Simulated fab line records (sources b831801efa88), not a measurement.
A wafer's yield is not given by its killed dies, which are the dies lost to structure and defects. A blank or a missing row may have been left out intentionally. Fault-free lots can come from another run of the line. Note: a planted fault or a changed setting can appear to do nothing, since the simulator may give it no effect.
Matching of chambers :: flow sky130 :: cmp-01 running SKY_VIA1_CMP_02: 4 sister chambers
The step polishes SiO2. 4 wafers are shown with their chamber, then 8 later ones without.

## WAFERS PAIRED WITH THEIR CHAMBERS
wafer: L887.4
chamber: 2
motor current A (A): 10.7

wafer: L891.5
chamber: 0
motor current A (A): 13.9

wafer: L890.3
chamber: 3
motor current A (A): 11.2

wafer: L889.1
chamber: 1
motor current A (A): 11.6

## WAFERS WHOSE CHAMBER IS MISSING
wafer: L889.4
motor current A (A): 13.7

wafer: L889.6
motor current A (A): 10.4

wafer: L897.1
motor current A (A): 11.1

wafer: L897.5
motor current A (A): 11.1

wafer: L897.6
motor current A (A): 13.5

wafer: L905.2
motor current A (A): 10.2

wafer: L905.4
motor current A (A): 10.9

wafer: L905.6
motor current A (A): 13.3

## THE CHAMBER EACH PASSED THROUGH
wafer: L889.4
from the rows above: 0
in truth: 0

wafer: L889.6
from the rows above: can't be placed: 2 or 3
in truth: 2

wafer: L897.1
from the rows above: can't be placed: 3 or 2 or 1
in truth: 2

wafer: L897.5
from the rows above: can't be placed: 3 or 2 or 1
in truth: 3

wafer: L897.6
from the rows above: 0
in truth: 0

wafer: L905.2
from the rows above: can't be placed: 2 or 3
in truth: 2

wafer: L905.4
from the rows above: can't be placed: 2 or 3 or 1
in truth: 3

wafer: L905.6
from the rows above: 0
in truth: 0
Placed correctly: 3 of 8. Not placeable from these rows: 5 (in 5, the candidates include the true chamber). 0 placed wrongly.
How it was worked out, from the rows above alone: a wafer's distance from a chamber is the root of the sum, over the readings, of the square of ((its reading less the chamber's mean) divided by the reading's scatter). If the next closest chamber is less than 2 further off than the closest, the wafer can't be placed; otherwise it belongs to the closest. Each chamber's mean is taken over the wafers shown for it. The scatter: with one shown wafer a chamber, the root of the mean of the squares of how far each hidden wafer lies from its nearest shown one.
